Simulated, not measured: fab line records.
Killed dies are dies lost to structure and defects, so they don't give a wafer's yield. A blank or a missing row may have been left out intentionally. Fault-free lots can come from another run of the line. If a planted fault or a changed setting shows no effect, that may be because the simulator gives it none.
The same fault as seen by 2 desks    flow gf180mcu    only its own numbers are on each desk; what lay behind them is given at the end

## THE TOOL OWNER'S DESK: implanter-01
GF_NSD_IMPLANT_09, tool's own readings: per-lot mean of the sampled wafers with a number, covering each lot this tool ran. Any lot whose mean is over 4 standard deviations away from the usual mean is out of limits and marked OUT; that distance is given in the brackets.
Columns: A = beam_energy_keV at GF_NSD_IMPLANT_09, usual 59.998
lot   first seen here  A
L617  day 15 17:44     59.980
L619  day 16 22:58     59.982
L620  day 17 01:51     59.182 (-43) OUT
L625  day 18 11:19     59.177 (-43) OUT
L633  day 21 05:38     60.004
This desk finds L620, L625 out of limits, L620 being first, at day 17 01:51 (beam_energy_keV at GF_NSD_IMPLANT_09). Within limits: L617, L619, L633.

## AT THE METROLOGY DESK
What the gauges read for every lot (on any tool): the sampled wafers with a number, averaged. Any lot whose mean is over 4 standard deviations away from the usual mean is out of limits and marked OUT; that distance is given in the brackets.
Columns: A = cd_nm at GF_HV_LDD_CD_MEAS_31, usual 400.3 nm; B = NSD_RS at GF_PSD_RS_MEAS_14, usual 46.09 ohm/sq; C = V1_BOW at GF_V1_BOW_MEAS_05, usual 82 um
lot   first seen here  A      B                 C
L610  day 11 08:58     402.7  45.98             82
L612  day 11 22:02     401.3  46.07             79
L613  day 12 06:27     397.3  45.99             78
L614  day 12 19:14     403.1  46.19             81
L615  day 12 23:27     400.6  46.03             80
L616  day 13 09:11     400.9  46.03             89
L617  day 13 18:26     400.3  45.94             87
L619  day 14 22:58     400.4  46.01             83
L620  day 15 01:56     398.9  46.51 (+4.2) OUT  89
L625  day 16 07:07     400.0  46.20             82
L632  day 18 17:38     399.5  46.14             78
L633  day 19 01:34     401.4  46.09             78
This desk's result: L620 out of limits, first on L620 (NSD_RS at GF_PSD_RS_MEAS_14), day 18 01:52. Within limits: L610, L612, L613, L614, L615, L616, L617, L619, L625, L632, L633.

## BROUGHT TOGETHER
At day 17 01:51, on L620, L625, the tool owner's desk was in a position to raise an alarm.
L620 would have let the metrology desk raise an alarm at day 18 01:52.
The metrology desk holds a record of L625, inside its limits.
Of the lots named, all ran GF_NSD_IMPLANT_09 on implanter-01.

## WHAT WAS PUT IN BY THE SIMULATOR
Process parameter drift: implanter-01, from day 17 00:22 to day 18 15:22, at GF_NSD_IMPLANT_09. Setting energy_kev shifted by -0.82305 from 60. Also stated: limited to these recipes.
Struck lots among those shown: L620, L625.
Delay (hours) between the fault's onset and each desk's first out-of-limits reading: 1 at the tool owner's desk, 25 at the metrology desk.
